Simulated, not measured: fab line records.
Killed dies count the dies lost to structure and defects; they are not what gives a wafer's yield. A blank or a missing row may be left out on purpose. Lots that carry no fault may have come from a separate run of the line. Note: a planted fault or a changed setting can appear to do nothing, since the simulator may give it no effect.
Which tool did it? + flow gf180mcu + 11 lots with 33 wafers sampled at 5 steps, on a route of 602 steps

WHAT EACH GAUGE READ, for each wafer
GF_NSD_OVL_MEAS_08. Usual: NSD_OVL gives -1.4 nm (standard deviation 1.5).
| lot  | measured     | on         | NSD_OVL (nm)   | flag |
|------|--------------|------------|----------------|------|
| L464 | day 13 20:09 | overlay-01 | 0.5 -0.5 -0.6  |      |
| L467 | day 14 14:30 | overlay-01 | -2.2 -1.7 0.1  |      |
| L468 | day 15 01:22 | overlay-02 | 0.3 -1.2 -0.1  |      |
| L477 | day 18 04:21 | overlay-02 | -2.5 -2.1 -2.1 |      |
| L478 | day 18 09:44 | overlay-02 | 1.3 1.8 0.4    |      |
| L479 | day 18 21:51 | overlay-01 | -2.6 -1.8 -1.5 |      |
| L480 | day 19 04:30 | overlay-01 | 1.1 0.4 -0.5   |      |
| L481 | day 19 11:12 | overlay-01 | -1.8 1.3 0.5   |      |
| L482 | day 19 22:28 | overlay-01 | -4.2 -3.5 -2.7 |      |
| L483 | day 20 07:49 | overlay-01 | -1.9 -1.2 -1.0 |      |
| L485 | day 21 01:07 | overlay-01 | -1.9 -2.0 -3.1 |      |

GF_CONTACT_RS_MEAS_25: measures by four-point-probe. Usual: CONTACT_W_RS gives 0.383 ohm/sq (standard deviation 0.0044).
| lot  | measured     | on            | CONTACT_W_RS (ohm/sq) | flag |
|------|--------------|---------------|-----------------------|------|
| L464 | day 16 16:04 | film metro-02 | 0.389 0.386 0.389     |      |
| L467 | day 17 12:02 | film metro-03 | 0.700 0.699 0.708     | OFF  |
| L468 | day 17 23:26 | film metro-02 | 0.691 0.686 0.692     | OFF  |
| L477 | day 21 08:41 | film metro-02 | 0.381 0.377 0.382     |      |
| L478 | day 21 13:29 | film metro-04 | 0.377 0.378 0.377     |      |
| L479 | day 22 01:56 | film metro-02 | 0.379 0.381 0.381     |      |
| L480 | day 22 08:08 | film metro-02 | 0.383 0.381 0.380     |      |
| L481 | day 22 14:42 | film metro-03 | 0.377 0.371 0.374     |      |
| L482 | day 23 00:05 | film metro-02 | 0.382 0.382 0.382     |      |
| L483 | day 23 10:13 | film metro-03 | 0.384 0.384 0.387     |      |
| L485 | day 24 02:26 | film metro-04 | 0.381 0.387 0.382     |      |

GF_CONTACT_THK_MEAS_26: measures by xrf. Usual: CONTACT_W_THK gives 298 nm (standard deviation 3.9).
| lot  | measured     | on            | CONTACT_W_THK (nm) | flag |
|------|--------------|---------------|--------------------|------|
| L464 | day 16 16:11 | film metro-02 | 294 296 292        |      |
| L467 | day 17 12:09 | film metro-03 | 165 165 164        | OFF  |
| L468 | day 17 23:33 | film metro-02 | 168 169 167        | OFF  |
| L477 | day 21 08:47 | film metro-02 | 299 301 297        |      |
| L478 | day 21 13:36 | film metro-04 | 304 301 304        |      |
| L479 | day 22 02:04 | film metro-02 | 302 299 298        |      |
| L480 | day 22 08:15 | film metro-02 | 297 298 299        |      |
| L481 | day 22 14:49 | film metro-03 | 303 309 305        |      |
| L482 | day 23 00:11 | film metro-02 | 298 297 298        |      |
| L483 | day 23 10:20 | film metro-03 | 300 299 296        |      |
| L485 | day 24 02:32 | film metro-04 | 297 293 296        |      |

WHICH TOOL RAN EACH LOT (tool, then ch and the chambers of the sampled wafers, then the start)
| lot  | GF_VT_IMPLANT_STRIP_31               | GF_CONTACT_CVD_24             |
|------|--------------------------------------|-------------------------------|
| L464 | plasma asher-04 ch 0,1, day 7 04:14  | cvd w-02 ch 1, day 16 15:58   |
| L467 | plasma asher-02 ch 0,1, day 7 22:31  | cvd w-01 ch 0,1, day 17 11:55 |
| L468 | plasma asher-03 ch 1, day 8 05:10    | cvd w-01 ch 0,1, day 17 23:19 |
| L477 | plasma asher-04 ch 0,1, day 10 15:56 | cvd w-01 ch 0,1, day 21 08:34 |
| L478 | plasma asher-02 ch 0,1, day 10 22:41 | cvd w-01 ch 0,1, day 21 13:23 |
| L479 | plasma asher-02 ch 0,1, day 11 06:49 | cvd w-01 ch 0,1, day 22 01:50 |
| L480 | plasma asher-02 ch 0,1, day 11 12:11 | cvd w-01 ch 0,1, day 22 08:02 |
| L481 | plasma asher-02 ch 0,1, day 11 18:17 | cvd w-01 ch 0,1, day 22 14:35 |
| L482 | plasma asher-02 ch 0,1, day 12 01:02 | cvd w-02 ch 0,1, day 22 23:59 |
| L483 | plasma asher-04 ch 0,1, day 12 09:49 | cvd w-02 ch 0,1, day 23 10:07 |
| L485 | plasma asher-02 ch 0,1, day 12 20:58 | cvd w-02 ch 0,1, day 24 02:19 |
- GF_VT_IMPLANT_STRIP_31: strips in O2/N2.
- GF_CONTACT_CVD_24: deposits W, target thk 300 nm, time 90.339 s.

AS READ BY THE TOOLS THEMSELVES (means over the sampled wafers that have a number; for cases with no such wafer, the mark the record gives instead)
GF_VT_IMPLANT_STRIP_31. Usual: drypump motor current A 5.67 A, standard deviation 0.27; heater power w 340 W, standard deviation 14; oes product au 0.716 a.u., standard deviation 0.0043; strip time to endpoint s 12.62 s, standard deviation 0.033.
| lot  | tool            | drypump motor current A (A) | heater power w (W) | oes product au (a.u.) | strip time to endpoint s (s) | flag |
|------|-----------------|-----------------------------|--------------------|-----------------------|------------------------------|------|
| L464 | plasma asher-04 | 5.39                        | 355                | 0.719                 | 12.63                        |      |
| L467 | plasma asher-02 | 6.03                        | 335                | 0.714                 | 12.60                        |      |
| L468 | plasma asher-03 | 5.71                        | 334                | 0.711                 | 12.65                        |      |
| L477 | plasma asher-04 | 5.44                        | 337                | 0.715                 | 12.63                        |      |
| L478 | plasma asher-02 | 5.98                        | 336                | 0.715                 | 12.62                        |      |
| L479 | plasma asher-02 | 6.02                        | 334                | 0.716                 | 12.67                        |      |
| L480 | plasma asher-02 | 5.96                        | 336                | 0.717                 | 12.61                        |      |
| L481 | plasma asher-02 | 6.04                        | 333                | 0.715                 | 12.61                        |      |
| L482 | plasma asher-02 | 5.97                        | 333                | 0.717                 | 12.66                        |      |
| L483 | plasma asher-04 | 5.43                        | 334                | 0.717                 | 12.60                        |      |
| L485 | plasma asher-02 | 5.98                        | 335                | 0.716                 | 12.60                        |      |

GF_CONTACT_CVD_24. Usual: heater power outer w 530 W, standard deviation 25; heater power w 857 W, standard deviation 35; susceptor temp C 399.98 C, standard deviation 0.22.
| lot  | tool     | heater power outer w (W) | heater power w (W) | susceptor temp C (C) | flag |
|------|----------|--------------------------|--------------------|----------------------|------|
| L464 | cvd w-02 | 546                      | 860                | 399.88               |      |
| L467 | cvd w-01 | 432                      | 718                | 369.43               | OFF  |
| L468 | cvd w-01 | 432                      | 702                | 369.67               | OFF  |
| L477 | cvd w-01 | 538                      | 878                | 400.06               |      |
| L478 | cvd w-01 | 540                      | 853                | 399.82               |      |
| L479 | cvd w-01 | 545                      | 867                | 400.05               |      |
| L480 | cvd w-01 | 534                      | 884                | 399.81               |      |
| L481 | cvd w-01 | 541                      | 886                | 399.83               |      |
| L482 | cvd w-02 | 515                      | 840                | 400.01               |      |
| L483 | cvd w-02 | 514                      | 854                | 400.15               |      |
| L485 | cvd w-02 | 535                      | 876                | 400.07               |      |

THE ANSWER, worked out from the rows above alone
Rule: a lot is off if the mean of its wafers that have a number lies more than 3 standard deviations from the usual mean. A lot without any number at a reading at which 4 lots or more have one is off too. The other lots that the step has rows for count as sound. Order of review: gauges by route order, followed by the tools' own readings, for which a lot's mean as printed above is used. At the first step where some lot is off, the reading lying furthest off is the one used; lots without a number count as furthest.
Off: L467, L468, seen at GF_CONTACT_RS_MEAS_25 (CONTACT_W_RS).
If a tool, at a process step before that reading, ran all the lots that are off and no sound lot after the first of them, it fits. Not tried: the gauges at GF_CONTACT_RS_MEAS_25; whatever is off there is also off at GF_CONTACT_CVD_24, on other tools, and gauge error can't account for it. No candidate that was tried fits.

WHAT WAS PUT IN BY THE SIMULATOR
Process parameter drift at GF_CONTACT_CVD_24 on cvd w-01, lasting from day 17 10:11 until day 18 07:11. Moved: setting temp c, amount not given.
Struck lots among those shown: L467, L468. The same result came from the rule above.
